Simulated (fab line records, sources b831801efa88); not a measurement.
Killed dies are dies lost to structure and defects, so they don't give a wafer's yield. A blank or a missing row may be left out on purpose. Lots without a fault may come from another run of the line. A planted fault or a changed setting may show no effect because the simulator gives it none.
Which tool did it? | flow gf180mcu | 13 lots, 38 wafers sampled, at 3 steps of a route of 602

WHAT THE GAUGES READ, wafer by wafer
GF_V5_THK_MEAS_01.
lot  | measured     | on            | V5_CVD_00_THK (nm)
L178 | day 26 20:26 | film_metro-04 | 299 299 300
L179 | day 26 23:56 | film_metro-03 | 302 314 301
L180 | day 27 10:59 | film_metro-03 | 309 305 305
L181 | day 28 00:54 | film_metro-03 | 315 303 298
L182 | day 28 02:35 | film_metro-03 | 306 304 314
L184 | day 28 23:26 | film_metro-04 | 297 297 299
L185 | day 29 02:20 | film_metro-03 | 299 298 295
L190 | day 30 12:09 | film_metro-03 | 303 306
L191 | day 30 20:17 | film_metro-04 | 303 304 300
L194 | day 31 23:26 | film_metro-04 | 302 303 300
L196 | day 32 03:53 | film_metro-03 | 304 305 305
L197 | day 32 12:05 | film_metro-04 | 306 303 303
L201 | day 33 11:50 | film_metro-04 | 296 294 300

WHICH TOOL RAN EACH LOT (tool, then ch and the chambers of the sampled wafers, then the start)
lot  | GF_V2_STRIP_19                  | GF_MIM_METAL_ETCH_19
L178 | wet_bench-02 ch 3, day 20 17:39 | rie_metal-02 ch 0, day 25 21:49
L179 | wet_bench-04 ch 2, day 20 23:52 | rie_metal-02 ch 0, day 26 01:43
L180 | wet_bench-04 ch 0, day 21 13:54 | rie_metal-02 ch 0,1, day 26 13:20
L181 | wet_bench-04 ch 2, day 22 04:36 | rie_metal-02 ch 0,1, day 27 02:43
L182 | wet_bench-01 ch 0, day 22 05:18 | rie_metal-02 ch 0,1, day 27 04:16
L184 | wet_bench-04 ch 3, day 23 06:47 | rie_metal-04 ch 0,1, day 28 02:29
L185 | wet_bench-02 ch 2, day 23 11:02 | rie_metal-04 ch 0,1, day 28 06:20
L190 | wet_bench-02 ch 0, day 25 01:08 | rie_metal-03 ch 0, day 29 16:15
L191 | wet_bench-02 ch 0, day 25 12:58 | rie_metal-04 ch 0,1, day 30 00:37
L194 | wet_bench-04 ch 2, day 26 19:47 | rie_metal-02 ch 0,1, day 31 04:23
L196 | wet_bench-04 ch 3, day 27 01:32 | rie_metal-04 ch 0, day 31 09:16
L197 | wet_bench-04 ch 1, day 27 10:23 | rie_metal-03 ch 0,1, day 31 17:20
L201 | wet_bench-01 ch 1, day 28 16:40 | rie_metal-03 ch 0,1, day 32 19:01
- GF_V2_STRIP_19: strips in post etch residue remover, time 1200 s.
- GF_MIM_METAL_ETCH_19: etches the open film in Cl2/BCl3, stops on Si3N4, target depth 324.5 nm, time 54.1 s.

WHAT THE TOOLS THEMSELVES READ (means of the sampled wafers that have a number; where no wafer has one, the mark that the record gives instead)
GF_V2_STRIP_19.
lot  | tool         | bath_heat_duty_pct (%)
L178 | wet_bench-02 | 13.9
L179 | wet_bench-04 | 17.8
L180 | wet_bench-04 | 15.5
L181 | wet_bench-04 | 17.2
L182 | wet_bench-01 | 13.8
L184 | wet_bench-04 | 14.7
L185 | wet_bench-02 | 15.5
L190 | wet_bench-02 | 14.1
L191 | wet_bench-02 | 13.5
L194 | wet_bench-04 | 16.7
L196 | wet_bench-04 | 14.6
L197 | wet_bench-04 | 15.5
L201 | wet_bench-01 | 15.8

GF_MIM_METAL_ETCH_19.
lot  | tool         | drypump_motor_current_A (A) | oes_product_au (a.u.) | throttle_valve_pct (%)
L178 | rie_metal-02 | 5.73                        | 0.947                 | 28.274
L179 | rie_metal-02 | 5.74                        | 0.949                 | 28.277
L180 | rie_metal-02 | 5.71                        | 0.939                 | 28.290
L181 | rie_metal-02 | 5.67                        | 0.941                 | 28.287
L182 | rie_metal-02 | 5.68                        | 0.947                 | 28.287
L184 | rie_metal-04 | 6.00                        | 0.934                 | 28.279
L185 | rie_metal-04 | 6.01                        | 0.942                 | 28.279
L190 | rie_metal-03 | 5.86                        | 0.950                 | 28.268
L191 | rie_metal-04 | 5.97                        | 0.940                 | 28.281
L194 | rie_metal-02 | 5.68                        | 0.936                 | 28.282
L196 | rie_metal-04 | 6.05                        | 0.945                 | 28.285
L197 | rie_metal-03 | 5.77                        | 0.940                 | 28.279
L201 | rie_metal-03 | 5.76                        | 0.943                 | 28.280

THE ANSWER, worked out from the rows above alone
Rule: what is usual is taken from the lots themselves. Put in order of their means at a reading, lots are off if they are a third of the lots or fewer, leave a main group of 4 or more, and stand apart from it by a gap of 3 or more times the standard deviation of the main group's means; of several such gaps the widest counts. A main group whose means are all the same, to the digits that the tables above print for the reading, isn't used. A lot without any number at a reading at which 4 lots or more have one is off too. The other lots that the step has rows for count as sound. The gauges are gone through in route order, then the tools' own readings, and for those a lot's mean is taken as printed above. The first step at which some lot is off is used, and at that step the reading that is off furthest; a lot without a number counts as furthest.
No lot is off at any reading shown: from this, nothing can be told.

WHAT THE SIMULATOR HAD PUT IN
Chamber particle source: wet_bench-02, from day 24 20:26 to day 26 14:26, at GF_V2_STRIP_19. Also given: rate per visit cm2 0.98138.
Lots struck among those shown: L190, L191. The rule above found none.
